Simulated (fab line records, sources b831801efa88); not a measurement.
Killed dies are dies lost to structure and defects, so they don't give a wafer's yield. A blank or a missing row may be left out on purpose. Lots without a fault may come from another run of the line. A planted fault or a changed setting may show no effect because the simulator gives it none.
One fault seen from 2 desks | flow gf180mcu | each desk has only its own numbers; what lay behind them comes last

THE METROLOGY DESK
What the gauges read, lot by lot, whatever tool the lot ran on: means of the sampled wafers that have a number. A lot is out of limits, marked OUT, if its mean lies more than 4 standard deviations from the usual mean; the brackets give that distance.
Columns: A = V4_OVL at GF_V4_OVL_MEAS_15, usual 1 nm; B = V4_W_RS at GF_V4_RS_MEAS_24, usual 0.327 ohm/sq; C = V4_W_THK at GF_V4_THK_MEAS_25, usual 353 nm
lot  | first seen here | A  | B     | C
L372 | day 26 15:57    | 13 | 0.328 | 354
L375 | day 27 13:31    | -2 | 0.329 | 357
L378 | day 28 16:14    | -2 | 0.326 | 351
L380 | day 29 00:29    | 6  | 0.326 | 354
L381 | day 29 07:11    | 2  | 0.325 | 356
L389 | day 31 08:34    | -0 | 0.324 | 352
This desk's finding: nothing out of limits on any of the 6 lots.

THE TOOL OWNER'S DESK: pvd_sputter-03
The tool's own readings at GF_MIM_SPUTTER_00 (material Ti, target thk 37.5 nm, time 150 s): means of the sampled wafers that have a number, for each lot that ran on this tool. A lot is out of limits, marked OUT, if its mean lies more than 4 standard deviations from the usual mean; the brackets give that distance.
Columns: A = throttle_valve_pct at GF_MIM_SPUTTER_00, usual 29.9 %
lot  | first seen here | A
L378 | day 28 17:37    | 29.7
L380 | day 29 01:53    | 30.0
L381 | day 29 08:46    | 30.9
This desk's finding: nothing out of limits on any of the 3 lots.

PUT TOGETHER
The metrology desk saw nothing out of limits.
The tool owner's desk saw nothing out of limits.

WHAT THE SIMULATOR HAD PUT IN
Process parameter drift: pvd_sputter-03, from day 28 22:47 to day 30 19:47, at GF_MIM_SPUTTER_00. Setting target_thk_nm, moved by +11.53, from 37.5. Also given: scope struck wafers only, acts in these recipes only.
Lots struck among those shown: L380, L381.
